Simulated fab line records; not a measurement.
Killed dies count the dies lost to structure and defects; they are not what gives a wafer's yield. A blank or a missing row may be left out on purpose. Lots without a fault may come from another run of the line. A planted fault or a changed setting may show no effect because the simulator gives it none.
The tool behind it: which one? ; flow sky130 ; Sampling: 6 lots, 18 wafers, 2 of 708 route steps

WHAT THE GAUGES READ, wafer by wafer
SKY_VT_ADJUST_HVTP_TW_MEAS_11.
lot;measured;on;VT_ADJUST_HVTP_TW
L539;day 6 08:11;filmMetro-01;1341 1350 1355
L543;day 7 20:03;filmMetro-01;1351 1350 1362
L544;day 7 22:43;filmMetro-01;1353 1353 1346
L552;day 9 18:07;filmMetro-02;1683 1672 1679
L556;day 10 17:35;filmMetro-03;1358 1352 1356
L560;day 11 21:52;filmMetro-01;1370 1359 1362

WHAT TOOL EACH LOT RAN ON (gives the tool, then ch and the chambers of the sampled wafers, and finally the start)
lot;SKY_VT_ADJUST_HVTP_IMPLANT_09
L539;implanter-04 ch 0, day 6 07:56
L543;implanter-01 ch 0, day 7 19:50
L544;implanter-01 ch 0, day 7 22:28
L552;implanter-03 ch 0, day 9 17:53
L556;implanter-04 ch 0, day 10 17:22
L560;implanter-01 ch 0, day 11 21:37
- SKY_VT_ADJUST_HVTP_IMPLANT_09

THE ANSWER, worked out from the rows above alone
Rule: the lots themselves supply what counts as usual. The widest of any qualifying gaps counts: lots, ordered by their means at a reading, are off when they make up no more than a third of the lots, leave a main group of 4 or more, and stand apart from it by 3 or more times the standard deviation of that group's means. Not used: any main group whose means are identical at the precision the tables above print for the reading. Also off: a lot with no number at a reading for which 4 or more lots have one. The other lots that the step has rows for count as sound.
Off: L552, seen at SKY_VT_ADJUST_HVTP_TW_MEAS_11 (VT_ADJUST_HVTP_TW). Mean 1355 and standard deviation 5.2 in the main group.
If a tool, at a process step before that reading, ran all the lots that are off and no sound lot after the first of them, it fits. Gauges at SKY_VT_ADJUST_HVTP_TW_MEAS_11: tried the same way as those tools. Can't be told from this: 2 tools fit, implanter-03 at SKY_VT_ADJUST_HVTP_IMPLANT_09, filmMetro-02 at SKY_VT_ADJUST_HVTP_TW_MEAS_11.

WHAT THE SIMULATOR PUT IN
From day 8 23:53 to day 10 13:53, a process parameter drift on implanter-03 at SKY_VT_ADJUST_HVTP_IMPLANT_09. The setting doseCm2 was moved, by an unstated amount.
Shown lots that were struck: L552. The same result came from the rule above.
